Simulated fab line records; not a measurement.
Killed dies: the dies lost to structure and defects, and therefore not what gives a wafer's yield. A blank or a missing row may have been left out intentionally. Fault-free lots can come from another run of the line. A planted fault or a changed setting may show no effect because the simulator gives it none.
Which tool is to blame? -- flow sky130 -- 7 lots (21 wafers sampled), 1 step of a 708-step route

WHAT THE GAUGES SHOWED, per wafer
SKY_PWDE_OVL_MEAS_07.
lot,measured,on,PWDE_OVL (nm)
L337,day 4 07:22,overlay-02,1.2 -0.9 3.0
L339,day 4 21:35,overlay-02,-0.2 0.6 -0.6
L348,day 7 07:34,overlay-02,1.3 -2.0 -0.7
L351,day 7 14:01,overlay-01,0.9 -1.4 -2.0
L354,day 8 09:38,overlay-01,-0.8 -0.9 -0.9
L356,day 8 16:23,overlay-02,-0.5 1.0 0.6
L358,day 9 04:40,overlay-01,2.4 0.5 1.9

EACH LOT AND THE TOOL THAT RAN IT (in order: tool; ch and the chambers of the sampled wafers; start)
The record shows no process step preceding these readings.

THE ANSWER, worked out from the rows above alone
Rule: what is usual is taken from the lots themselves. The widest of any qualifying gaps counts: lots, ordered by their means at a reading, are off when they make up no more than a third of the lots, leave a main group of 4 or more, and stand apart from it by 3 or more times the standard deviation of that group's means. The tables above print the reading to a certain number of digits; a main group whose means all agree to those digits is not used. Also off: a lot with no number at a reading for which 4 or more lots have one. Where the step has rows for the other lots, those lots are counted as sound.
Nothing can be told from this: no lot is off at any reading shown.

WHAT THE SIMULATOR HAD INSERTED
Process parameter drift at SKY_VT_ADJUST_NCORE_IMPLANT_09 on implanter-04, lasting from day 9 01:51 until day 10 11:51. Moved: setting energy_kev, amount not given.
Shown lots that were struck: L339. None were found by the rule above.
